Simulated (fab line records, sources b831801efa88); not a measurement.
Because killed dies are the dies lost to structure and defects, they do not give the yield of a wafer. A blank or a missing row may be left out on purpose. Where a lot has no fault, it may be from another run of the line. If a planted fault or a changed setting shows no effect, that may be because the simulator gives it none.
Struck lot and sound lot, side by side + flow sky130 + 43 steps out of a route of 708
Sound: the wafers L553.1, L553.3, L553.5. Wafers struck: L549.1, L549.2, L549.6. At the end, the cause is stated.
Each step with rows lists, per side, the tool, then ch with its chambers, then its first start. Under that, the readings that differ: sound wafers + struck wafers + difference of the means + sigmas: that difference in standard deviations of wafers without a fault.
alike: same words and numbers on both sides, and readings whose means sit less than 2 such deviations apart. not compared: any withheld reading, any reading some wafer has no value for, any bound like >300 that may hide the same value, and any number with overlapping values for which the record gives no deviation.
Wherever a step has rows on one side only, a row that says differs or no value, or a row with sigmas, the two part there. Numbers that have no deviation but don't overlap get no sigmas and don't part them. A reading that every wafer of one side lacks parts them only if that side has two wafers or more.

SKY_LI_CONTACT_CD_MEAS_12: target cd 170 nm.
  sound on cdSem-01 at day 33 18:06; struck on cdSem-01 at day 32 12:21
  alike: cdNm
SKY_LI_CONTACT_OVL_MEAS_13:
  sound on overlay-02 at day 33 18:13; struck on overlay-02 at day 32 12:28
  alike: LI_CONTACT_OVL
then, 1 step without rows for these wafers: SKY_LI_CONTACT_ETCH_14 (etches BARC in N2/H2, stops on SiO2, time 45.9 s, target depth 60 nm).
SKY_LI_CONTACT_ETCH_15: etches PSG in C4F8/O2/Ar, stops on Si, target depth 600 nm.
  sound on rieDiel-02 ch 2,3, day 33 18:18; struck on rieDiel-02 ch 2,3, day 32 12:32
  alike: oesProductAu
SKY_LI_CONTACT_STRIP_16: strips in O2/N2.
  sound on plasmaAsher-03 ch 0,1, day 33 18:23; struck on plasmaAsher-04 ch 0,1, day 32 12:38
  alike: drypumpMotorCurrentA, n2FlowSccm, oesProductAu, stripTimeToEndpointS
  not compared: rfHoursCounterH
then, 3 steps without rows for these wafers: SKY_LI_CONTACT_CLEAN_17 (cleans in NMP, time 600 s); SKY_LI_CONTACT_PRE_CLEAN_18 (time 5.6 s); SKY_LI_CONTACT_SPUTTER_19 (material Ti, target thk 20 nm, time 106.37 s).
SKY_LI_CONTACT_SPUTTER_20: material TiN, target thk 20 nm, time 80 s.
  sound on pvdSputter-02 at day 33 18:46; struck on pvdSputter-01 at day 32 13:01
  alike: chamberPressurePa, throttleValvePct
SKY_LI_CONTACT_CVD_21: deposits W, target thk 400 nm, time 120.56 s.
  sound on cvdW-02 ch 0,1, day 33 18:50; struck on cvdW-02 ch 0,1, day 32 13:05
  alike: heaterPowerW
SKY_LI_CONTACT_RS_MEAS_22: measurement is done with a four-point probe.
  sound on filmMetro-04 at day 33 18:57; struck on filmMetro-04 at day 32 13:12
  alike: LI_CONTACT_W_RS
SKY_LI_CONTACT_THK_MEAS_23: measures by xrf.
  sound on filmMetro-04 at day 33 19:04; struck on filmMetro-04 at day 32 13:19
  alike: LI_CONTACT_W_THK
SKY_LI_CONTACT_CMP_24: polishes, stops on PSG, t overpolish 20 s, target thk 0 nm.
  sound on cmp-02 ch 0,2,3, day 33 19:22; struck on cmp-01 ch 1,2,3, day 32 13:23
  alike: motorCurrentA, overpolishRunS, timeToEndpointS
then, 1 step without rows for these wafers: SKY_LOCAL_INTERCONNECT_SPUTTER_00 (material TiN, target thk 100 nm, time 83.3 s).
SKY_LOCAL_INTERCONNECT_RS_MEAS_01: measurement is done with a four-point probe.
  sound on filmMetro-01 at day 33 19:38; struck on filmMetro-01 at day 32 13:44
| reading                            | sound             | struck            | difference | sigmas |
|------------------------------------|-------------------|-------------------|------------|--------|
| LOCAL_INTERCONNECT_TIN_RS (ohm/sq) | 14.34 14.50 14.41 | 14.05 14.13 13.74 | -0.44      | -2     |
SKY_LOCAL_INTERCONNECT_THK_MEAS_02: measures by xrf.
  sound on filmMetro-01 at day 33 19:46; struck on filmMetro-01 at day 32 13:52
| reading                         | sound          | struck          | difference | sigmas |
|---------------------------------|----------------|-----------------|------------|--------|
| LOCAL_INTERCONNECT_TIN_THK (nm) | 97.4 96.6 97.1 | 99.8 99.3 101.9 | +3.3       | +2     |
then, 8 steps without rows for these wafers: SKY_LOCAL_INTERCONNECT_DEHYDRATE_03 (time 60 s); SKY_LOCAL_INTERCONNECT_HMDS_04 (prime time 60 s); SKY_LOCAL_INTERCONNECT_COAT_05 (resist thk 60 nm); SKY_LOCAL_INTERCONNECT_COAT_06 (resist thk 450 nm); SKY_LOCAL_INTERCONNECT_SOFTBAKE_07 (time 90 s); SKY_LOCAL_INTERCONNECT_EXPOSE_08 (exposes mask LI1M, target cd 170 nm); SKY_LOCAL_INTERCONNECT_PEB_09; SKY_LOCAL_INTERCONNECT_DEVELOP_10 (develop time 60 s).
SKY_LOCAL_INTERCONNECT_CD_MEAS_11: target cd 170 nm.
  sound on cdSem-02 at day 34 22:58; struck on cdSem-01 at day 33 17:12
  alike: cdNm
SKY_LOCAL_INTERCONNECT_OVL_MEAS_12:
  sound on overlay-01 at day 34 23:05; struck on overlay-02 at day 33 17:19
  alike: LOCAL_INTERCONNECT_OVL
then, 7 steps without rows for these wafers: SKY_LOCAL_INTERCONNECT_ETCH_13 (etches BARC in N2/H2, stops on SiO2, time 45.9 s, target depth 60 nm); SKY_LOCAL_INTERCONNECT_METAL_ETCH_14 (etches TiN in Cl2/BCl3, stops on PSG, target depth 110 nm, time 31.4 s); SKY_LOCAL_INTERCONNECT_STRIP_15 (strips in O2/N2); SKY_LOCAL_INTERCONNECT_STRIP_16 (strips in post etch residue remover, time 1200 s); SKY_LOCAL_INTERCONNECT_CLEAN_17 (cleans in IPA, time 180 s); SKY_LOCAL_INTERCONNECT_CLEAN_18 (cleans in O3/DIW); SKY_CONTACT_CVD_00 (deposits Si3N4, target thk 75 nm).
SKY_CONTACT_THK_MEAS_01:
  sound on filmMetro-02 at day 34 23:52; struck on filmMetro-02 at day 33 18:14
  alike: CONTACT_CVD_00_THK
then, 1 step without rows for these wafers: SKY_CONTACT_HDPCVD_02 (deposits SiO2, target thk 565 nm, time 94.2 s).
SKY_CONTACT_THK_MEAS_03:
  sound on filmMetro-03 at day 35 00:00; struck on filmMetro-01 at day 33 18:22
  alike: CONTACT_HDPCVD_THK
SKY_CONTACT_CMP_04: polishes SiO2.
  sound on cmp-02 ch 1,3, day 35 00:07; struck on cmp-02 ch 0,1,3, day 33 18:32
  alike: motorCurrentA, timeToEndpointS
SKY_CONTACT_BOW_MEAS_05:
  sound on filmMetro-01 at day 35 00:22; struck on filmMetro-02 at day 33 18:50
  alike: CONTACT_BOW
then, 4 steps without rows for these wafers: SKY_CONTACT_DEHYDRATE_06 (time 60 s); SKY_CONTACT_HMDS_07 (prime time 60 s); SKY_CONTACT_COAT_08 (resist thk 60 nm); SKY_CONTACT_COAT_09 (resist thk 450 nm).
-- the record jumps here: 14 days lie between the struck wafers' starts before and after (it left off in module CONTACT and takes up again in module PAD_OPEN, whose first step shown is number 708 of the route) --
SKY_PAD_OPEN_PROBE_99:
  record: rows for the struck wafers here (prober-02, day 48 06:29), none for the sound ones

== WHERE THEY PART ==
First at SKY_LOCAL_INTERCONNECT_RS_MEAS_01; last, within this record, at SKY_PAD_OPEN_PROBE_99.

WHY: what the simulator had put in
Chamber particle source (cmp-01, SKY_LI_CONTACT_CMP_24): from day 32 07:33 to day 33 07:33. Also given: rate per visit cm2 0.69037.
